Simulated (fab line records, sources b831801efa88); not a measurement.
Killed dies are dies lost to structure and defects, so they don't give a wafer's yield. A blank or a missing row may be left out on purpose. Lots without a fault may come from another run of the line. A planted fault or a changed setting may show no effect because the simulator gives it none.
A struck lot beside a sound one | flow sky130 | 13 steps out of a route of 708
Sound: wafers L759.1, L759.2, L759.3. Struck: wafers L764.2, L764.3, L764.4. The cause comes at the end.
At each step with rows: each side's tool, then ch and its chambers, then its first start. Under that, the readings that differ: sound wafers | struck wafers | difference of the means | sigmas: that difference in standard deviations of wafers without a fault.
alike: readings whose means differ by less than 2 such deviations, and words and numbers that are the same on both sides. not compared: withheld readings, readings that some wafer has no value for, bounds like >300 that may hide the same value, and numbers for which the record gives no deviation and whose values overlap.
The two part at a step that has a row with sigmas, a row that says differs or no value, or rows on one side only. Numbers that don't overlap but have no deviation are shown without sigmas and don't part them. A reading that every wafer of one side lacks parts them only if that side has two wafers or more.

SKY_NWELL_STRIP_25: strips in O2/N2.
  sound on plasma_asher-01 ch 0,1, day 7 08:06; struck on plasma_asher-02 ch 0,1, day 8 12:48
  alike: drypump_motor_current_A, oes_product_au, strip_time_to_endpoint_s
  not compared: rf_hours_counter_h
SKY_NWELL_TW_MEAS_26:
  sound on film_metro-02, day 7 08:12; struck on film_metro-01, day 8 12:55
  reading    | sound       | struck      | difference | sigmas
  NWELL_2_TW | 498 498 498 | 487 488 489 | -10        | -3
then, 1 step without rows for these wafers: SKY_NWELL_CLEAN_27 (cleans in SC1/SC2, time 150 s).
SKY_NWELL_RTA_28: time 30 s.
  sound on rtp_anneal-02 ch 0, day 7 08:19; struck on rtp_anneal-02 ch 0, day 8 13:02
  alike: anneal_temp_c_max, lamp_power_pct, wafer_temp_C_max
SKY_NWELL_RS_MEAS_29: measures by four-point-probe.
  sound on film_metro-01, day 7 08:25; struck on film_metro-02, day 8 13:08
  alike: NWELL_RS
SKY_NWELL_RS_MEAS_31: measures by four-point-probe.
  sound on film_metro-01, day 7 08:39; struck on film_metro-02, day 8 13:22
  reading          | sound          | struck         | difference | sigmas
  PWDE_RS (ohm/sq) | 5322 5325 5326 | 5284 5295 5278 | -39        | -2
then, 5 steps without rows for these wafers: SKY_VT_ADJUST_HVTP_DEHYDRATE_00 (time 60 s); SKY_VT_ADJUST_HVTP_HMDS_01 (prime time 60 s); SKY_VT_ADJUST_HVTP_COAT_02 (resist thk 1140 nm); SKY_VT_ADJUST_HVTP_SOFTBAKE_03 (time 60 s); SKY_VT_ADJUST_HVTP_EXPOSE_04 (exposes mask HVTPM, target cd 380 nm).
SKY_VT_ADJUST_HVTP_PEB_05:
  sound on litho_track-02 ch 0, day 8 03:58; struck on litho_track-02, day 9 10:20
  reading         | sound          | struck | difference                    | sigmas
  exhaust_pa (Pa) | 42.8 43.8 44.9 | - - -  | no value on the struck wafers |
  not compared: chill_plate_temp_C
then, 1 step without rows for these wafers: SKY_VT_ADJUST_HVTP_DEVELOP_06 (develop time 60 s).

WHERE THEY PART
First at SKY_NWELL_TW_MEAS_26; last, within this record, at SKY_VT_ADJUST_HVTP_PEB_05.

WHY: what the simulator had put in
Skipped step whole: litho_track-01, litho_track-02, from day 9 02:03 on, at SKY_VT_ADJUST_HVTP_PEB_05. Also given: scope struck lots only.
